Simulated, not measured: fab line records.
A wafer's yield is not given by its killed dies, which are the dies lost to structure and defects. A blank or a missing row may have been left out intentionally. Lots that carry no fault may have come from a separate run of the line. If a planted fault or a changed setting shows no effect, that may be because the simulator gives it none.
Chamber matching | flow gf180mcu | GF_STI_ETCH_14 on rie si-01: 4 sister chambers
The step etches Si in HBr/Cl2/O2, target depth 360 nm, time 102.9 s. 4 wafers are shown with their chamber, then 9 later ones without.

WAFERS, EACH WITH ITS CHAMBER
wafer  | chamber | drypump motor current A (A)
L150.2 | 0       | 5.6
L157.4 | 1       | 6.0
L157.5 | 2       | 6.3
L157.6 | 3       | 5.7

WAFERS WITHOUT THEIR CHAMBER
wafer  | drypump motor current A (A)
L161.3 | 6.4
L161.4 | 6.4
L161.5 | 5.6
L162.3 | 5.6
L162.4 | 6.0
L162.5 | 5.7
L163.2 | 6.0
L163.4 | 6.3
L163.6 | 5.7

THE CHAMBER EACH PASSED THROUGH
wafer  | from the rows above | in truth
L161.3 | 2                   | 2
L161.4 | 2                   | 2
L161.5 | 0                   | 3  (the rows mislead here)
L162.3 | 0                   | 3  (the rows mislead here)
L162.4 | 1                   | 1
L162.5 | 3                   | 3
L163.2 | 1                   | 1
L163.4 | 2                   | 2
L163.6 | 3                   | 3
Placed correctly: 7 of 9. Can't be placed from these rows: 0. Number placed wrongly: 2.
How it was worked out, from the rows above alone: a wafer's distance from a chamber is the root of the sum, over the readings, of the square of ((its reading less the chamber's mean) divided by the reading's scatter). If the next closest chamber is less than 2 further off than the closest, the wafer can't be placed; otherwise it belongs to the closest. A chamber's mean is the mean of its shown wafers. The scatter: with one shown wafer a chamber, the root of the mean of the squares of how far each hidden wafer lies from its nearest shown one.
